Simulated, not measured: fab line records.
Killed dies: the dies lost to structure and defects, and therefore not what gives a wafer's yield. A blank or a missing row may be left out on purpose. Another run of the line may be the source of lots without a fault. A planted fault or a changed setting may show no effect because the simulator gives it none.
Matching of chambers    flow gf180mcu    rie diel-03 running GF_V5_ETCH_17: 4 sister chambers
The step etches SiO2 in C4F8/O2/Ar, stops on TiN, target depth 855 nm. 14 wafers are shown with their chamber, then 7 later ones without.

== EACH WAFER AND ITS CHAMBER ==
wafer   chamber  oes product au (a.u.)  rf fwd power W (W)  bias w (W)
L743.3  3        0.860                  1487                1205
L743.4  1        0.871                  1492                1205
L743.5  2        0.857                  1489                1202
L745.2  3        0.858                  1498                1199
L745.4  3        0.857                  1496                1204
L745.5  0        0.861                  1494                1205
L746.2  2        0.858                  1492                1202
L746.3  3        0.863                  1490                1194
L746.5  3        0.865                  1488                1203
L761.2  2        0.866                  1493                1198
L761.4  3        0.865                  1489                1202
L761.6  3        0.855                  1496                1200
L763.1  0        0.854                  1497                1197
L763.4  2        0.870                  1489                1206

SIGNATURES (means of the wafers above)
reading         chamber 0  chamber 1  chamber 2  chamber 3  scatter within a chamber
oes product au  0.85750    0.87100    0.86275    0.86043    0.00489
rf fwd power W  1495.50    1492.00    1490.75    1492.00    3.73
bias w          1201.00    1205.00    1202.00    1201.00    3.85
Rule: for each reading, subtract the chamber's mean from the wafer's reading, divide by that reading's scatter and square the result; add these up over the readings and take the root, which gives the wafer's distance from the chamber. The wafer belongs to the nearest chamber; if the next one is less than 2 further off, it can't be placed. The scatter: the root of (the sum of the squares of (reading less its chamber's mean) over the shown wafers, divided by (wafers less chambers)).

== WAFERS WITHOUT THEIR CHAMBER ==
wafer   oes product au (a.u.)  rf fwd power W (W)  bias w (W)
L763.5  0.857                  1493                1203
L765.2  0.861                  1495                1197
L765.4  0.857                  1487                1209
L765.5  0.857                  1504                1197
L766.1  0.859                  1486                1203
L766.2  0.858                  1497                1204
L766.3  0.862                  1488                1201

== WHICH CHAMBER EACH WENT THROUGH ==
wafer   from the rows above                in truth
L763.5  can't be placed: 0 or 3 or 2       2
L765.2  can't be placed: 0 or 3 or 2 or 1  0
L765.4  can't be placed: 2 or 3 or 0 or 1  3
L765.5  can't be placed: 0 or 3 or 2       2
L766.1  can't be placed: 2 or 3 or 0 or 1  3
L766.2  can't be placed: 0 or 3 or 2       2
L766.3  can't be placed: 2 or 3 or 0 or 1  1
Correct placement for 0 of the 7. Can't be placed from these rows: 7 (the true chamber is among the candidates in 7). Placed wrongly: 0.
